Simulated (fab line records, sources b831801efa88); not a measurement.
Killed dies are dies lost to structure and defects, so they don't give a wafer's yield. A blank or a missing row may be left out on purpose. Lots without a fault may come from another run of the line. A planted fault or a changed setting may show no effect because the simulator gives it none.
A struck lot beside a sound one | flow gf180mcu | 33 steps out of a route of 602
Sound: wafers L585.2, L585.3, L585.4. Struck: wafers L595.4, L595.5, L595.6. The cause comes at the end.
At each step with rows: each side's tool, then ch and its chambers, then its first start. Under that, the readings that differ: sound wafers | struck wafers | difference of the means | sigmas: that difference in standard deviations of wafers without a fault.
alike: readings whose means differ by less than 2 such deviations, and words and numbers that are the same on both sides. not compared: withheld readings, readings that some wafer has no value for, bounds like >300 that may hide the same value, and numbers for which the record gives no deviation and whose values overlap.
The two part at a step that has a row with sigmas, a row that says differs or no value, or rows on one side only. Numbers that don't overlap but have no deviation are shown without sigmas and don't part them. A reading that every wafer of one side lacks parts them only if that side has two wafers or more.

first, 2 steps without rows for these wafers: GF_M1_PEB_12 (peb time 90 s); GF_M1_DEVELOP_13 (develop time 60 s).
GF_M1_CD_MEAS_14: target cd 230 nm.
  sound on cd_sem-02, day 21 15:16; struck on cd_sem-02, day 24 15:01
  alike: cd_nm
GF_M1_OVL_MEAS_15:
  sound on overlay-01, day 21 15:22; struck on overlay-02, day 24 15:06
  alike: M1_OVL
GF_M1_METAL_ETCH_16: etches the open film in Cl2/BCl3, stops on SiO2, target depth 627.5 nm, time 104.6 s.
  sound on rie_metal-04 ch 0,1, day 21 15:24; struck on rie_metal-04 ch 0,1, day 24 15:09
  alike: chamber_pressure_mTorr, drypump_motor_current_A, oes_product_au, throttle_valve_pct
  not compared: rf_hours_counter_h
then, 4 steps without rows for these wafers: GF_M1_STRIP_17 (strips in O2/N2); GF_M1_STRIP_18 (strips in post etch residue remover, time 1200 s); GF_M1_CLEAN_19 (cleans in DIW); GF_V1_CVD_00 (deposits SiO2, target thk 600 nm, time 100 s).
GF_V1_THK_MEAS_01:
  sound on film_metro-03, day 21 16:08; struck on film_metro-04, day 24 15:52
  reading            | sound       | struck      | difference | sigmas
  V1_CVD_00_THK (nm) | 607 607 613 | 597 589 592 | -16        | -3
GF_V1_CVD_02: deposits SiO2 from TEOS, target thk 850 nm, time 94.851 s.
  sound on pecvd-04 ch 1,2, day 21 16:11; struck on pecvd-02 ch 0,1,2, day 24 15:56
  alike: heater_power_outer_w, heater_power_w, susceptor_temp_C
GF_V1_THK_MEAS_03:
  sound on film_metro-03, day 21 16:16; struck on film_metro-03, day 24 16:00
  alike: V1_CVD_02_THK
GF_V1_CMP_04: polishes SiO2.
  sound on cmp-01 ch 0,1,2, day 21 16:19; struck on cmp-02 ch 1,2,3, day 24 16:11
  no value came back on the struck wafers for any of 6 readings (edge_zone_pressure_frac, head_pressure_psi (psi) and others); on the sound wafers edge_zone_pressure_frac reads 0.997 1.004 1.002
  reading                             | sound           | struck            | difference | sigmas
  model.SiO2_of_V1_CVD_02.thk_nm (nm) | 629.9 632.5 635 | 854.1 858.6 868.8 | +228.0     |
GF_V1_BOW_MEAS_05:
  sound on film_metro-03, day 21 16:38; struck on film_metro-03, day 24 16:23
  alike: V1_BOW
then, 8 steps without rows for these wafers: GF_V1_DEHYDRATE_06 (time 60 s); GF_V1_HMDS_07 (prime time 60 s); GF_V1_COAT_08; GF_V1_COAT_09 (resist thk 1000 nm); GF_V1_SOFTBAKE_10 (time 60 s); GF_V1_EXPOSE_11 (exposes mask Via1, target cd 260 nm); GF_V1_PEB_12 (peb time 90 s); GF_V1_DEVELOP_13 (develop time 60 s).
GF_V1_CD_MEAS_14: target cd 260 nm.
  sound on cd_sem-02, day 22 16:11; struck on cd_sem-02, day 25 13:47
  alike: cd_nm
GF_V1_OVL_MEAS_15:
  sound on overlay-01, day 22 16:17; struck on overlay-01, day 25 13:52
  alike: V1_OVL
then, 1 step without rows for these wafers: GF_V1_ETCH_16 (etches BARC in N2/H2).
GF_V1_ETCH_17: etches SiO2 in C4F8/O2/Ar, stops on TiN, target depth 630 nm.
  sound on rie_diel-04 ch 0,1,2; struck on rie_diel-02 ch 1,2,3
  reading                        | sound             | struck            | difference | sigmas
  oes_product_au (a.u.)          | 0.862 0.854 0.856 | 1.620 1.639 1.671 | +0.786     | +99 or more
  model.etch.depth_nm (nm)       | 629.9 632.5 635   | 825.5 829.9 855.4 | +204.5     |
  model.V1.feature_depth_nm (nm) | 629.9 632.5 635   | 825.5 829.9 855.4 | +204.5     |
  alike: chamber_pressure_mTorr
GF_V1_STRIP_18: strips in O2/N2.
  sound on plasma_asher-03 ch 0,1, day 22 16:26; struck on plasma_asher-04 ch 0,1, day 25 14:02
  alike: chamber_pressure_mTorr, drypump_motor_current_A, heater_power_w, oes_product_au
  not compared: rf_hours_counter_h
then, 2 steps without rows for these wafers: GF_V1_STRIP_19 (strips in post etch residue remover, time 1200 s); GF_V1_CLEAN_20 (cleans in DIW).
GF_V1_SPUTTER_21: material Ti, target thk 15 nm, time 80.02 s.
  sound on pvd_sputter-01, day 22 17:04; struck on pvd_sputter-04, day 25 14:33
  alike: throttle_valve_pct
GF_V1_SPUTTER_22: material TiN, target thk 10 nm, time 40 s.
  sound on pvd_sputter-01, day 22 17:08; struck on pvd_sputter-04, day 25 14:37
  alike: throttle_valve_pct
then, 1 step without rows for these wafers: GF_V1_CVD_23 (deposits W, target thk 350 nm, time 105.05 s).
GF_V1_CMP_26: polishes, stops on SiO2, t overpolish 15 s, target thk 0 nm.
  sound on cmp-01 ch 1,2,3, day 22 17:50; struck on cmp-02 ch 2,3, day 25 14:56
  reading                             | sound             | struck          | difference | sigmas
  model.SiO2_of_V1_CVD_02.thk_nm (nm) | 626.1 628.7 631.2 | 850.3 854.8 865 | +228.0     |
  alike: edge_zone_pressure_frac, head_pressure_psi, motor_current_A, slurry_filter_dp_kPa, slurry_flow_ml_min

WHERE THEY PART
First at GF_V1_THK_MEAS_01; last, within this record, at GF_V1_ETCH_17. Later steps at which nothing parts them and some readings are alike: GF_V1_STRIP_18, GF_V1_SPUTTER_21, GF_V1_SPUTTER_22, GF_V1_CMP_26.

WHY: what the simulator had put in
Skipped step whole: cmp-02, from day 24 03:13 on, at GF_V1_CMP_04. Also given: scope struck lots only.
